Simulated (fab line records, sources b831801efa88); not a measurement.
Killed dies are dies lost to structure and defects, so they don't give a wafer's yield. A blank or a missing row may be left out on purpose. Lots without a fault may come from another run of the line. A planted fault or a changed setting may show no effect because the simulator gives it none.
fab line records | flow sky130
record lots=6 wafers=18 last_day=50
route steps=708 shown POLY_GATE@236 LDD_N@237 PAD_OPEN@708
lots that met no fault: from a run of the same line without faults
start_h: hours from the record's first day to the start of the lot's first wafer shown | wait_h: hours since the lot's step before | " the same as in the row above | L1.1+2: a row that stands for several wafers | - no value, or no start given | * or withheld: withheld | < > ~ a bound
route shown NAME@n: a module of which the file shows steps, and the number in the route of the first | usual: mean/standard deviation of fault-free wafers | same: alike in all rows | chamber/n: place in a boat | sites: the reading at each site | _std_site: their standard deviation | _edge_site: outer sites' mean less inner sites' | radius_mm: how far each site lies from the wafer's centre | mask NAME#n: copy n | behind: the tool/chamber that last shaped the wafer | hold: why the lot was held/for how many hours/how that ended | device: the transistor (n, p or np) that didn't switch | end of line: the same wafers' tests at the end of the route | a step without rows: its recipe alone | killed: dies lost to structure and defects at the first sort, not the wafer's yield | map: a wafer's dies, x killed, . not, _ none there
set.NAME: the setting as run; set.NAME@STEP: as run at that earlier step | model.NAME: the simulator's own value behind a step, which no gauge read
lots at some steps of the route; a table a step, a row a wafer
services: from which hour (start_h, from the record's first day; less than 0 if before it) a tool's chamber was out of use, for how many hours, and why
## steps
# step SKY_POLY_GATE_CD_MEAS_22
# usual cd_nm=149.9/1.9
# columns lot.wafer tool chamber start_h wait_h cd_nm
L290.3 cd_sem-02 - 385.29 0.1 148.5
L290.4 " - " " 151.7
L290.5 " - " " 150.1
L291.2 cd_sem-01 - 388.82 0.1 150.2
L291.3 " - " " 147.0
L291.4 " - " " 146.8
L303.1 cd_sem-01 - 532.02 0.1 150.1
L303.3 " - " " 149.2
L303.4 " - " " 151.8
L304.2 cd_sem-01 - 545.00 0.1 149.6
L304.3 " - " " 149.9
L304.4 " - " " 149.1
L308.2 cd_sem-01 - 571.29 0.1 150.7
L308.3 " - " " 152.5
L308.6 " - " " 148.4
L309.1 cd_sem-02 - 574.81 0.1 150.8
L309.2 " - " " 144.9
L309.6 " - " " 145.9
# step SKY_LDD_N_DEHYDRATE_00
# recipe temp_c=200 time_s=60
# step SKY_LDD_N_HMDS_01
# recipe prime_time_s=60 prime_temp_c=120
# step SKY_LDD_N_COAT_02
# recipe resist=NOVOLAK spin_rpm=3000 resist_thk_nm=300
# step SKY_LDD_N_SOFTBAKE_03
# recipe temp_c=90 time_s=60 resist=NOVOLAK
# step SKY_LDD_N_EXPOSE_04
# recipe mask_id=NTM target_cd_nm=840 na=0.6 source_shape=conventional sigma_outer=0.6 dose_mj=110
# step SKY_LDD_N_PEB_05
# recipe temp_c=withheld time_s=* resist=NOVOLAK
# step SKY_LDD_N_DEVELOP_06
# recipe develop_time_s=60 dev_temp_c=23
# step SKY_LDD_N_OVL_MEAS_07
# usual LDD_N_OVL=0.0/1.5
# columns lot.wafer tool chamber start_h wait_h LDD_N_OVL[nm]
L290.3 overlay-01 - 414.61 0.1 0.7
L290.4 " - " " -0.6
L290.5 " - " " 0.1
L291.2 overlay-01 - 418.32 0.1 -2.1
L291.3 " - " " 0.3
L291.4 " - " " -0.4
L303.1 overlay-02 - 562.91 0.1 4.1
L303.3 " - " " 3.6
L303.4 " - " " 3.0
L304.2 overlay-01 - 576.20 0.1 -1.3
L304.3 " - " " -2.0
L304.4 " - " " -2.3
L308.2 overlay-02 - 599.55 0.1 -3.1
L308.3 " - " " -0.9
L308.6 " - " " -0.7
L309.1 overlay-01 - 603.51 0.1 -1.0
L309.2 " - " " 0.7
L309.6 " - " " -0.4
# step SKY_LDD_N_IMPLANT_08
# recipe species=As energy_kev=20 dose_cm2=7.5e+13 tilt_deg=withheld rotation_deg=23
# step SKY_LDD_N_IMPLANT_09
# recipe species=As energy_kev=20 dose_cm2=7.5e+13 tilt_deg=withheld rotation_deg=113
# step SKY_LDD_N_IMPLANT_10
# recipe species=As energy_kev=20 dose_cm2=7.5e+13 tilt_deg=withheld rotation_deg=203
# step SKY_LDD_N_IMPLANT_11
# recipe species=As energy_kev=20 dose_cm2=7.5e+13 tilt_deg=withheld rotation_deg=293
# usual dose_ions_cm2=7.499e+13/7.5e+10
# columns lot.wafer tool chamber start_h wait_h dose_ions_cm2
L290.3 implanter-04 0 415.13 0.1 7.497e+13
L290.4 " 0 " " 7.496e+13
L290.5 " 0 " " 7.493e+13
L291.2 implanter-03 0 418.82 0.1 7.494e+13
L291.3 " 0 " " 7.496e+13
L291.4 " 0 " " 7.49e+13
L303.1 implanter-03 0 563.40 0.1 7.231e+13
L303.3 " 0 " " 7.206e+13
L303.4 " 0 " " 7.204e+13
L304.2 implanter-03 0 576.71 0.1 7.209e+13
L304.3 " 0 " " 7.192e+13
L304.4 " 0 " " 7.202e+13
L308.2 implanter-01 0 600.06 0.1 7.511e+13
L308.3 " 0 " " 7.507e+13
L308.6 " 0 " " 7.502e+13
L309.1 implanter-04 0 604.00 0.1 7.499e+13
L309.2 " 0 " " 7.51e+13
L309.6 " 0 " " 7.507e+13
# step SKY_LDD_N_IMPLANT_12
# recipe species=BF2 energy_kev=50 dose_cm2=5e+12 tilt_deg=30 rotation_deg=0
# step SKY_PAD_OPEN_PROBE_99
# usual killed_at_M0_to_M3=44/7.2 killed_at_M4_up=3.0/1.8 killed_at_contacts=24/5.4 killed_at_front_end=14/4.4 killed_at_other=0.4/0.64 killed_dies=86/9.4 killed_open=47/7.7 killed_short=39/5.8
# same gross_dies=492 killed_at_back_side=0
# columns lot.wafer tool chamber start_h wait_h killed_at_M0_to_M3 killed_at_M4_up killed_at_contacts killed_at_front_end killed_at_other killed_dies killed_open killed_short
L290.3 prober-02 - 1081.27 0.2 50 2 29 13 0 94 58 36
L290.4 prober-02 - 1081.32 0.2 44 3 21 10 0 78 42 36
L290.5 prober-02 - 1081.37 0.2 44 3 21 18 1 87 56 31
L291.2 prober-01 - 1087.61 0.1 38 5 26 16 0 85 45 40
L291.3 prober-01 - 1087.66 0.2 27 5 25 14 0 71 36 35
L291.4 prober-01 - 1087.71 0.2 42 2 26 7 0 77 38 39
L303.1 prober-01 - 1172.17 0.1 43 2 28 21 1 95 55 40
L303.3 prober-01 - 1172.27 0.2 41 3 21 19 0 84 43 41
L303.4 prober-01 - 1172.32 0.2 46 1 17 13 0 77 44 33
L304.2 prober-02 - 1187.42 0.1 61 7 22 9 0 99 54 45
L304.3 prober-02 - 1187.47 0.2 47 6 27 9 0 89 49 40
L304.4 prober-02 - 1187.52 0.2 45 7 33 14 0 99 55 44
L308.2 prober-01 - 1192.47 0.1 46 1 19 19 0 85 38 47
L308.3 prober-01 - 1192.52 0.2 45 2 12 15 0 74 39 35
L308.6 prober-01 - 1192.67 0.2 61 4 28 12 1 106 66 40
L309.1 prober-02 - 1201.33 0.1 44 1 31 12 0 88 53 35
L309.2 prober-02 - 1201.38 0.1 30 4 29 11 0 74 40 34
L309.6 prober-02 - 1201.58 0.2 39 4 16 15 0 74 37 37
# killed by level:class
L290.3 VIA3:geometric_particle:open=12 LI_CONTACT:geometric_particle:open=11 CONTACT:geometric_particle:open=10 VIA1:geometric_particle:open=9 VIA2:geometric_particle:open=7 VIA2:geometric_particle:short=6 CONTACT:geometric_particle:short=5 VIA1:geometric_particle:short=4
L290.4 VIA1:geometric_particle:open=10 VIA2:geometric_particle:open=9 CONTACT:geometric_particle:open=8 VIA1:geometric_particle:short=7 METAL1:geometric_particle:short=5 LOCAL_INTERCONNECT:geometric_particle:short=4 SPACER:geometric_particle:short=4 METAL2:geometric_particle:short=4
L290.5 VIA3:geometric_particle:open=11 LI_CONTACT:geometric_particle:open=10 VIA1:geometric_particle:open=9 POLY_GATE:geometric_particle:open=6 FIELD_ISO:geometric_particle:open=5 CONTACT:geometric_particle:open=5 VIA2:geometric_particle:open=5 LOCAL_INTERCONNECT:geometric_particle:short=4
L291.2 CONTACT:geometric_particle:open=8 VIA1:geometric_particle:open=8 LOCAL_INTERCONNECT:geometric_particle:short=7 VIA2:geometric_particle:open=7 POLY_GATE:geometric_particle:open=6 METAL3:geometric_particle:short=6 VIA3:geometric_particle:open=6 METAL4:geometric_particle:short=5
L291.3 LI_CONTACT:geometric_particle:open=7 VIA1:geometric_particle:open=6 FIELD_ISO:geometric_particle:open=5 LI_CONTACT:geometric_particle:short=5 LOCAL_INTERCONNECT:geometric_particle:short=5 CONTACT:geometric_particle:open=5 METAL2:geometric_particle:short=5 METAL1:geometric_particle:open=3
L291.4 VIA1:geometric_particle:open=12 VIA1:geometric_particle:short=5 LI_CONTACT:geometric_particle:open=5 LOCAL_INTERCONNECT:geometric_particle:short=5 CONTACT:geometric_particle:open=5 METAL2:geometric_particle:short=5 LI_CONTACT:geometric_particle:short=4 LOCAL_INTERCONNECT:geometric_particle:open=4
L303.1 VIA1:geometric_particle:open=14 LI_CONTACT:geometric_particle:open=9 CONTACT:geometric_particle:open=8 VIA2:geometric_particle:open=8 VIA3:geometric_particle:open=7 POLY_GATE:geometric_particle:short=6 CONTACT:geometric_particle:short=6 METAL2:geometric_particle:short=6
L303.3 VIA1:geometric_particle:open=11 FIELD_ISO:geometric_particle:short=7 CONTACT:geometric_particle:open=7 CONTACT:geometric_particle:short=6 VIA2:geometric_particle:open=6 FIELD_ISO:geometric_particle:open=5 METAL2:geometric_particle:short=5 LI_CONTACT:geometric_particle:open=4
L303.4 VIA1:geometric_particle:open=13 CONTACT:geometric_particle:open=8 METAL1:geometric_particle:short=5 METAL2:geometric_particle:short=5 VIA2:geometric_particle:open=5 VIA1:geometric_particle:short=4 VIA2:geometric_particle:short=4 VIA3:geometric_particle:open=4
L304.2 VIA1:geometric_particle:open=12 LI_CONTACT:geometric_particle:open=10 CONTACT:geometric_particle:open=9 METAL1:geometric_particle:short=8 METAL4:geometric_particle:short=7 VIA2:geometric_particle:open=7 VIA2:geometric_particle:short=7 METAL2:geometric_particle:short=6
L304.3 VIA1:geometric_particle:open=13 LI_CONTACT:geometric_particle:open=10 CONTACT:geometric_particle:open=10 VIA1:geometric_particle:short=8 VIA2:geometric_particle:open=5 METAL1:geometric_particle:short=4 LI_CONTACT:geometric_particle:short=4 VIA3:geometric_particle:open=4
L304.4 CONTACT:geometric_particle:open=12 LI_CONTACT:geometric_particle:open=10 VIA1:geometric_particle:open=10 VIA2:geometric_particle:open=7 VIA2:geometric_particle:short=6 FIELD_ISO:geometric_particle:short=5 CONTACT:geometric_particle:short=5 METAL2:geometric_particle:short=5
L308.2 VIA1:geometric_particle:open=9 CONTACT:geometric_particle:open=8 METAL2:geometric_particle:short=7 VIA2:geometric_particle:short=7 FIELD_ISO:geometric_particle:short=6 VIA2:geometric_particle:open=6 METAL1:geometric_particle:short=6 POLY_GATE:geometric_particle:short=4
L308.3 VIA1:geometric_particle:open=11 VIA2:geometric_particle:open=9 VIA3:geometric_particle:short=6 VIA1:geometric_particle:short=5 FIELD_ISO:geometric_particle:open=3 POLY_GATE:geometric_particle:open=3 POLY_GATE:geometric_particle:short=3 LI_CONTACT:geometric_particle:open=3
L308.6 VIA1:geometric_particle:open=16 LI_CONTACT:geometric_particle:open=10 CONTACT:geometric_particle:open=9 VIA3:geometric_particle:open=8 METAL1:geometric_particle:short=8 VIA2:geometric_particle:open=7 METAL1:geometric_particle:open=6 VIA2:geometric_particle:short=6
L309.1 VIA1:geometric_particle:open=13 CONTACT:geometric_particle:open=12 VIA3:geometric_particle:open=9 LI_CONTACT:geometric_particle:open=8 LOCAL_INTERCONNECT:geometric_particle:short=6 METAL1:geometric_particle:short=5 POLY_GATE:geometric_particle:open=4 CONTACT:geometric_particle:short=4
L309.2 CONTACT:geometric_particle:open=10 LI_CONTACT:geometric_particle:open=8 METAL2:geometric_particle:short=6 VIA2:geometric_particle:open=6 CONTACT:geometric_particle:short=5 LOCAL_INTERCONNECT:geometric_particle:short=4 FIELD_ISO:geometric_particle:open=3 POLY_GATE:geometric_particle:short=3
L309.6 VIA1:geometric_particle:open=10 CONTACT:geometric_particle:open=6 METAL2:geometric_particle:short=6 METAL1:geometric_particle:short=5 VIA2:geometric_particle:open=5 POLY_GATE:geometric_particle:short=4 LOCAL_INTERCONNECT:geometric_particle:short=4 FIELD_ISO:geometric_particle:open=3
## services
# columns tool chamber start_h hours kind
implanter-04 - 396.79 2.3 repair
implanter-01 - 401.57 2.5 repair
implanter-03 - 407.28 0.8 repair
implanter-01 - 426.11 3.5 repair
implanter-03 - 433.33 6.9 repair
implanter-03 - 469.23 0.6 repair
implanter-04 - 495.56 18.3 pm
implanter-03 - 525.74 0.8 repair
implanter-04 - 558.59 3.3 pm
implanter-03 - 587.21 2.6 repair
## key
first_sign step=SKY_LDD_N_IMPLANT_11 reading=dose_ions_cm2 direction=down sigmas=39 usual=* struck=*
effect none on later readings
met_at SKY_LDD_N_IMPLANT_11
struck_wafers L303.1,L303.3,L303.4,L304.2,L304.3,L304.4
tester_left_out L303,L304
onset_between 418.82 563.40
fault kind=process_parameter_drift tool=implanter-03 chamber=- onset_h=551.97 steps=SKY_LDD_N_IMPLANT_11 channel=dose_cm2 offset=* shape=step end_h=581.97 acts_in=* stated=*
# tester_left_out: of these lots the tester's yield and bins aren't shown, on N5 and GAA mostly nor the transistor test; their killed dies are dies lost to structure and defects alone, not to doping, threshold or leakage, so they don't give the yield
